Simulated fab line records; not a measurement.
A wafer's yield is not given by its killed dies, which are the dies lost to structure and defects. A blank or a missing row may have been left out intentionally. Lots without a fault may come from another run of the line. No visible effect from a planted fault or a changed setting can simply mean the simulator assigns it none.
What tool caused it? -- flow gf180mcu -- Sampling: 6 lots, 18 wafers, 4 of 602 route steps

## WHAT EACH GAUGE READ, for each wafer
GF_V5_OVL_MEAS_15.
lot,measured,on,V5_OVL (nm)
L347,day 27 15:44,overlay-02,11 2 6
L349,day 28 08:28,overlay-01,2 -2 -3
L355,day 30 10:08,overlay-02,6 1 2
L359,day 31 09:51,overlay-01,6 5 9
L362,day 32 06:41,overlay-01,6 -3 9
L368,day 33 14:38,overlay-02,4 3 -4

## WHICH TOOL RAN EACH LOT (tool, then ch and the chambers of the sampled wafers, then the start)
lot,GF_CONTACT_CVD_02,GF_MIM_STRIP_20,GF_M5_STRIP_11
L347,"pecvd-03 ch 0,1,2, day 15 13:11","plasma_asher-04 ch 0,1, day 25 20:17","plasma_asher-01 ch 0,1, day 26 18:32"
L349,"pecvd-04 ch 0,1,2, day 16 07:18","plasma_asher-02 ch 1, day 26 14:38","plasma_asher-04 ch 0,1, day 27 11:41"
L355,"pecvd-01 ch 1,2, day 18 20:33","plasma_asher-03 ch 0,1, day 28 18:29","plasma_asher-04 ch 0,1, day 29 14:27"
L359,"pecvd-04 ch 0,1,2, day 20 04:10","plasma_asher-04 ch 0,1, day 29 19:05","plasma_asher-01 ch 0,1, day 30 13:58"
L362,"pecvd-01 ch 0,1,2, day 21 08:48","plasma_asher-04 ch 0,1, day 30 17:13","plasma_asher-01 ch 0,1, day 31 11:53"
L368,"pecvd-04 ch 0,1,2, day 23 03:16","plasma_asher-04 ch 0,1, day 32 04:53","plasma_asher-01 ch 0,1, day 32 21:40"
- GF_CONTACT_CVD_02: deposits SiO2 from TEOS, target thk 860 nm, time 95.992 s.
- GF_MIM_STRIP_20: strips in O2/N2.
- GF_M5_STRIP_11: strips in O2/N2.

## THE ANSWER, worked out from the rows above alone
Rule: the lots themselves supply what counts as usual. Put in order of their means at a reading, lots are off if they are a third of the lots or fewer, leave a main group of 4 or more, and stand apart from it by a gap of 3 or more times the standard deviation of the main group's means; of several such gaps the widest counts. The tables above print the reading to a certain number of digits; a main group whose means all agree to those digits is not used. A lot without any number at a reading at which 4 lots or more have one is off too. The other lots that the step has rows for count as sound.
Nothing can be told from this: no lot is off at any reading shown.

## WHAT HAD BEEN PUT IN BY THE SIMULATOR
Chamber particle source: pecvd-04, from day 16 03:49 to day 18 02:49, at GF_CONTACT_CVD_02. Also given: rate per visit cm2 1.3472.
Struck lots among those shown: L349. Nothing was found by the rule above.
